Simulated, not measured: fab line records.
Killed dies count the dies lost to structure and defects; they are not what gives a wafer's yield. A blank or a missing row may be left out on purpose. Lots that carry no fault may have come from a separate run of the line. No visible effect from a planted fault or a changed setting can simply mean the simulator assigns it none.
fab line records | flow sky130
record lots=5 | wafers=15 | last_day=50
route steps=708 shown SD_P@329 RES_XHIGH@332 SD_N@342 SALICIDE@361 LI_CONTACT@362 PAD_OPEN@708
lots with no fault: from the same line, run without faults
start_h: hours from the record's first day to the start of the lot's first wafer shown | wait_h: hours elapsed since this lot's preceding step | " the same as in the row above | L1.1+2: a single row standing in for several wafers | - value missing, or start not given | * or withheld: withheld | < > ~ a bound
route shown NAME@n: NAME is a module with steps in the file, n the number in the route of the first one | usual: average and standard deviation across the fault-free wafers | same: alike in all rows | chamber/n: place in a boat | sites: each site's reading | _std_site: how widely they spread, as a standard deviation | _edge_site: outer sites' mean less inner sites' | radius_mm: for every site, how far away it sits from the centre of the wafer | mask NAME#n: copy n | behind: tool/chamber where the wafer was last shaped | hold: what put the lot on hold/how long, in hours/how the hold closed | device: names the non-switching transistor (n, p or np) | end of line: tests run on the same wafers once the route is complete | a step without rows: its recipe alone | killed: count of dies lost to structure and defects at first sort (not the wafer's yield) | map: dies across one wafer; x = killed, . = not, _ = none there
set.NAME: the run value of the setting; set.NAME@STEP: its run value at that earlier step | model.NAME: the simulator's own value behind a step, which no gauge read
a table for each step, a row for each wafer; lots at some steps of the route
services: the hour from which a tool's chamber was out of use, counted from the record's first day as start_h (under 0 if before that day), plus the number of hours and why
## steps
# step SKY_SD_P_IMPLANT_09
# recipe species=BF2 | energy_kev=20 | dose_cm2=3e+15 | tilt_deg=0
# step SKY_SD_P_STRIP_10
# recipe chemistry=O2/N2 | power_w=1400 | pressure_mtorr=1500 | platen_temp_c=withheld | o2_flow_sccm=3000 | n2_flow_sccm=300 | overash_fraction=0.5
# step SKY_RES_XHIGH_DEHYDRATE_00
# recipe temp_c=200 | time_s=60
# step SKY_RES_XHIGH_HMDS_01
# recipe prime_time_s=60 | prime_temp_c=120
# step SKY_RES_XHIGH_COAT_02
# recipe resist=NOVOLAK | spin_rpm=3000 | resist_thk_nm=1140
# step SKY_RES_XHIGH_SOFTBAKE_03
# recipe temp_c=90 | time_s=60 | resist=NOVOLAK
# step SKY_RES_XHIGH_EXPOSE_04
# recipe mask_id=URPM | na=0.6 | source_shape=conventional | sigma_outer=0.6 | polarization=unpolarized | target_cd_nm=1270 | dose_mj=140
# step SKY_RES_XHIGH_PEB_05
# recipe temp_c=withheld | time_s=* | resist=NOVOLAK
# step SKY_RES_XHIGH_DEVELOP_06
# recipe resist=NOVOLAK | developer=TMAH | develop_time_s=60 | dev_temp_c=23
# step SKY_RES_XHIGH_IMPLANT_07
# recipe species=BF2 | energy_kev=20 | dose_cm2=3.6e+14 | tilt_deg=0
# usual beam_energy_keV=19.999/0.0061
lot.wafer | tool         | chamber | start_h | wait_h | beam_energy_keV
L593.1    | implanter-03 | 0       | 623.90  | 0.1    | 20.006
L593.4    | "            | 0       | "       | "      | 20.004
L593.5    | "            | 0       | "       | "      | 19.994
L604.1    | implanter-04 | 0       | 718.47  | 0.1    | 20.005
L604.3    | "            | 0       | "       | "      | 20.008
L604.4    | "            | 0       | "       | "      | 19.994
L611.2    | implanter-04 | 0       | 765.74  | 0.1    | 19.996
L611.3    | "            | 0       | "       | "      | 19.989
L611.5    | "            | 0       | "       | "      | 19.995
L613.3    | implanter-04 | 0       | 782.56  | 0.1    | 19.996
L613.4    | "            | 0       | "       | "      | 20.000
L613.5    | "            | 0       | "       | "      | 20.001
L614.1    | implanter-04 | 0       | 788.17  | 0.1    | 19.992
L614.4    | "            | 0       | "       | "      | 20.001
L614.6    | "            | 0       | "       | "      | 19.998
# step SKY_RES_XHIGH_STRIP_08
# recipe chemistry=O2/N2 | power_w=1400 | pressure_mtorr=1500 | platen_temp_c=withheld | o2_flow_sccm=3000 | n2_flow_sccm=300 | overash_fraction=0.5
# step SKY_SD_N_DEHYDRATE_00
# recipe temp_c=200 | time_s=60
# step SKY_SD_N_HMDS_01
# recipe prime_time_s=60 | prime_temp_c=120
# step SKY_SD_N_COAT_02
# recipe resist=NOVOLAK | spin_rpm=3000 | resist_thk_nm=1140
# step SKY_SD_N_SOFTBAKE_03
# recipe temp_c=90 | time_s=60 | resist=NOVOLAK
# step SKY_SD_N_EXPOSE_04
# recipe mask_id=NSDM | na=0.6 | source_shape=conventional | sigma_outer=0.6 | polarization=unpolarized | target_cd_nm=380 | dose_mj=141
# step SKY_SD_N_PEB_05
# recipe temp_c=withheld | time_s=* | resist=NOVOLAK
# step SKY_SD_N_DEVELOP_06
# recipe resist=NOVOLAK | developer=TMAH | develop_time_s=60 | dev_temp_c=23
# step SKY_SD_N_IMPLANT_09
# recipe species=As | energy_kev=50 | dose_cm2=4e+15 | tilt_deg=0
# step SKY_SD_N_IMPLANT_10
# recipe species=P | energy_kev=20 | dose_cm2=1e+14 | tilt_deg=0
# step SKY_SD_N_STRIP_11
# recipe chemistry=O2/N2 | power_w=1400 | pressure_mtorr=1500 | platen_temp_c=withheld | o2_flow_sccm=3000 | n2_flow_sccm=300 | overash_fraction=0.5
# step SKY_SD_N_CLEAN_13
# recipe chemistry=SC1/SC2 | mix=1:4:20 | temp_c=70 | time_s=150 | dry=n2_spin
# step SKY_SD_N_RTA_14
# recipe temp_c=1075 | time_s=2 | idle_temp_c=650 | ramp_up_c_per_s=150 | ramp_down_c_per_s=90 | ambient=N2
# step SKY_SALICIDE_CLEAN_00
# recipe chemistry=HF-last | time_s=30 | dilution=100:1 | dry=ipa_marangoni
# step SKY_LI_CONTACT_HDPCVD_00
# recipe material=PSG | target_thk_nm=930 | sigma_open_frac=0.3 | time_s=155 | temp_c=600 | sih4_flow_sccm=60 | pressure_mtorr=6
# step SKY_LI_CONTACT_CMP_02
# recipe material=PSG | down_force_psi=4 | platen_rpm=60 | pad_velocity_m_s=0.94248
# step SKY_LI_CONTACT_DEHYDRATE_04
# recipe temp_c=200 | time_s=60
# step SKY_LI_CONTACT_HMDS_05
# recipe prime_time_s=60 | prime_temp_c=120
# step SKY_LI_CONTACT_COAT_06
# recipe resist=BARC | temp_c=withheld | time_s=withheld | spin_rpm=3000 | resist_thk_nm=60
# step SKY_PAD_OPEN_PROBE_99
# usual killed_at_M0_to_M3=44/6.8 | killed_at_M4_up=3.4/2 | killed_at_contacts=24/5.2 | killed_at_front_end=15/5.2 | killed_at_other=0.2/0.46 | killed_dies=87/9.8 | killed_open=47/7.5 | killed_short=39/6.8
# same gross_dies=492 | killed_at_back_side=0
lot.wafer | tool      | chamber | start_h | wait_h | killed_at_M0_to_M3 | killed_at_M4_up | killed_at_contacts | killed_at_front_end | killed_at_other | killed_dies | killed_open | killed_short | model.etest.res_xhigh_po.rs_ohm_sq_range
L593.1    | prober-02 | -       | 1081.30 | 0.1    | 52                 | 4               | 24                 | 20                  | 0               | 100         | 52          | 48           | 71.25
L593.4    | prober-02 | -       | 1081.45 | 0.2    | 43                 | 3               | 22                 | 18                  | 1               | 87          | 46          | 41           | 89.23
L593.5    | prober-02 | -       | 1081.50 | 0.2    | 40                 | 2               | 24                 | 11                  | 1               | 78          | 42          | 36           | 91.98
L604.1    | prober-02 | -       | 1147.97 | 0.1    | 57                 | 2               | 32                 | 7                   | 1               | 99          | 54          | 45           | 216.2
L604.3    | prober-02 | -       | 1148.07 | 0.2    | 38                 | 8               | 23                 | 22                  | 0               | 91          | 42          | 49           | 171.8
L604.4    | prober-02 | -       | 1148.12 | 0.2    | 35                 | 5               | 29                 | 17                  | 0               | 86          | 55          | 31           | 175.2
L611.2    | prober-02 | -       | 1178.40 | 0.1    | 50                 | 0               | 30                 | 16                  | 0               | 96          | 57          | 39           | 32.18
L611.3    | prober-02 | -       | 1178.45 | 0.2    | 49                 | 3               | 25                 | 19                  | 0               | 96          | 58          | 38           | 26.12
L611.5    | prober-02 | -       | 1178.55 | 0.2    | 49                 | 4               | 21                 | 24                  | 1               | 99          | 54          | 45           | 236.4
L613.3    | prober-02 | -       | 1186.67 | 0.2    | 48                 | 4               | 25                 | 12                  | 1               | 90          | 42          | 48           | 56.62
L613.4    | prober-02 | -       | 1186.72 | 0.2    | 42                 | 5               | 17                 | 10                  | 0               | 74          | 31          | 43           | 69.63
L613.5    | prober-02 | -       | 1186.77 | 0.2    | 45                 | 2               | 26                 | 20                  | 0               | 93          | 58          | 35           | 305.2
L614.1    | prober-01 | -       | 1191.23 | 0.1    | 50                 | 2               | 18                 | 17                  | 0               | 87          | 36          | 51           | 147.2
L614.4    | prober-01 | -       | 1191.38 | 0.2    | 39                 | 7               | 21                 | 10                  | 0               | 77          | 38          | 39           | 130.1
L614.6    | prober-01 | -       | 1191.48 | 0.2    | 38                 | 3               | 29                 | 14                  | 0               | 84          | 50          | 34           | 372.7
# killed by level:class
L593.1 VIA2:geometric_particle:open=10 CONTACT:geometric_particle:open=9 METAL1:geometric_particle:short=8 VIA1:geometric_particle:open=8 FIELD_ISO:geometric_particle:short=5 VIA1:geometric_particle:short=5 METAL2:geometric_particle:short=5 VIA3:geometric_particle:open=5
L593.4 VIA1:geometric_particle:open=14 LOCAL_INTERCONNECT:geometric_particle:short=7 POLY_GATE:geometric_particle:short=6 LI_CONTACT:geometric_particle:open=6 VIA3:geometric_particle:open=6 CONTACT:geometric_particle:open=5 VIA2:geometric_particle:open=5 VIA3:geometric_particle:short=5
L593.5 VIA1:geometric_particle:open=11 CONTACT:geometric_particle:open=10 LOCAL_INTERCONNECT:geometric_particle:short=8 VIA2:geometric_particle:open=7 VIA3:geometric_particle:open=5 FIELD_ISO:geometric_particle:short=4 LI_CONTACT:geometric_particle:open=4 METAL1:geometric_particle:short=4
L604.1 VIA1:geometric_particle:open=12 CONTACT:geometric_particle:open=11 LI_CONTACT:geometric_particle:open=10 VIA3:geometric_particle:open=9 VIA1:geometric_particle:short=7 METAL2:geometric_particle:short=7 VIA2:geometric_particle:open=7 METAL1:geometric_particle:short=5
L604.3 LI_CONTACT:geometric_particle:open=7 VIA2:geometric_particle:open=7 POLY_GATE:geometric_particle:open=6 VIA1:geometric_particle:open=6 POLY_GATE:geometric_particle:short=5 CONTACT:geometric_particle:open=5 METAL1:geometric_particle:short=5 VIA3:geometric_particle:short=5
L604.4 CONTACT:geometric_particle:open=11 VIA1:geometric_particle:open=9 LI_CONTACT:geometric_particle:open=8 VIA2:geometric_particle:open=7 POLY_GATE:geometric_particle:open=6 CONTACT:geometric_particle:short=5 VIA3:geometric_particle:open=4 FIELD_ISO:geometric_particle:short=3
L611.2 VIA1:geometric_particle:open=11 CONTACT:geometric_particle:open=9 VIA2:geometric_particle:open=9 LI_CONTACT:geometric_particle:open=8 METAL2:geometric_particle:short=7 FIELD_ISO:geometric_particle:open=6 VIA3:geometric_particle:open=6 LOCAL_INTERCONNECT:geometric_particle:short=5
L611.3 VIA1:geometric_particle:open=14 VIA3:geometric_particle:open=10 POLY_GATE:geometric_particle:open=8 CONTACT:geometric_particle:open=8 LOCAL_INTERCONNECT:geometric_particle:short=7 METAL2:geometric_particle:short=7 FIELD_ISO:geometric_particle:short=4 LI_CONTACT:geometric_particle:open=4
L611.5 VIA3:geometric_particle:open=10 FIELD_ISO:geometric_particle:open=9 VIA1:geometric_particle:open=9 VIA2:geometric_particle:open=7 FIELD_ISO:geometric_particle:short=6 LI_CONTACT:geometric_particle:open=6 METAL1:geometric_particle:short=6 VIA1:geometric_particle:short=6
L613.3 VIA1:geometric_particle:open=11 VIA1:geometric_particle:short=10 CONTACT:geometric_particle:open=6 LI_CONTACT:geometric_particle:open=5 VIA2:geometric_particle:open=5 LOCAL_INTERCONNECT:geometric_particle:short=5 CONTACT:geometric_particle:short=5 METAL1:geometric_particle:short=4
L613.4 METAL1:geometric_particle:short=11 VIA1:geometric_particle:open=10 CONTACT:geometric_particle:open=5 VIA1:geometric_particle:short=5 VIA3:geometric_particle:short=5 FIELD_ISO:geometric_particle:short=4 LI_CONTACT:geometric_particle:open=4 METAL2:geometric_particle:short=4
L613.5 VIA1:geometric_particle:open=17 LI_CONTACT:geometric_particle:open=9 FIELD_ISO:geometric_particle:open=8 CONTACT:geometric_particle:open=8 METAL1:geometric_particle:short=7 FIELD_ISO:geometric_particle:short=5 VIA2:geometric_particle:open=5 POLY_GATE:geometric_particle:short=4
L614.1 VIA1:geometric_particle:open=12 METAL2:geometric_particle:short=9 LOCAL_INTERCONNECT:geometric_particle:short=6 CONTACT:geometric_particle:short=6 METAL1:geometric_particle:short=6 POLY_GATE:geometric_particle:short=5 VIA1:geometric_particle:short=5 FIELD_ISO:geometric_particle:open=4
L614.4 VIA1:geometric_particle:open=11 VIA3:geometric_particle:open=7 CONTACT:geometric_particle:short=5 CONTACT:geometric_particle:open=5 VIA1:geometric_particle:short=5 METAL2:geometric_particle:short=5 METAL4:geometric_particle:short=4 POLY_GATE:geometric_particle:short=3
L614.6 VIA1:geometric_particle:open=11 VIA2:geometric_particle:open=8 VIA1:geometric_particle:short=6 LI_CONTACT:geometric_particle:open=6 CONTACT:geometric_particle:short=6 CONTACT:geometric_particle:open=6 VIA3:geometric_particle:open=6 LI_CONTACT:geometric_particle:short=5
## services
tool         | chamber | start_h | hours | kind
implanter-04 | -       | 683.87  | 0.6   | repair
implanter-04 | -       | 721.17  | 3.9   | repair
implanter-03 | -       | 730.79  | 1.7   | repair
implanter-04 | -       | 736.73  | 3.4   | repair
## key
first_sign none at tools or gauges
model_effect step=SKY_PAD_OPEN_PROBE_99 | value=etest.res_xhigh_po.rs_ohm_sq_range | without=98.33 | struck=304.8
met_at SKY_RES_XHIGH_IMPLANT_07
struck_wafers L611.5,L613.5,L614.6
tester_left_out L611,L613,L614
onset_between 718.47 765.74
fault kind=process_parameter_drift | tool=implanter-04 | chamber=- | onset_h=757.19 | steps=SKY_RES_XHIGH_IMPLANT_07 | channel=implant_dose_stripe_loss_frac | offset=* | shape=step | end_h=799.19 | scope=struck_wafers_only
# tester_left_out: of these lots the tester's yield and bins aren't shown, on N5 and GAA mostly nor the transistor test; their killed dies are dies lost to structure and defects alone, not to doping, threshold or leakage, so they don't give the yield
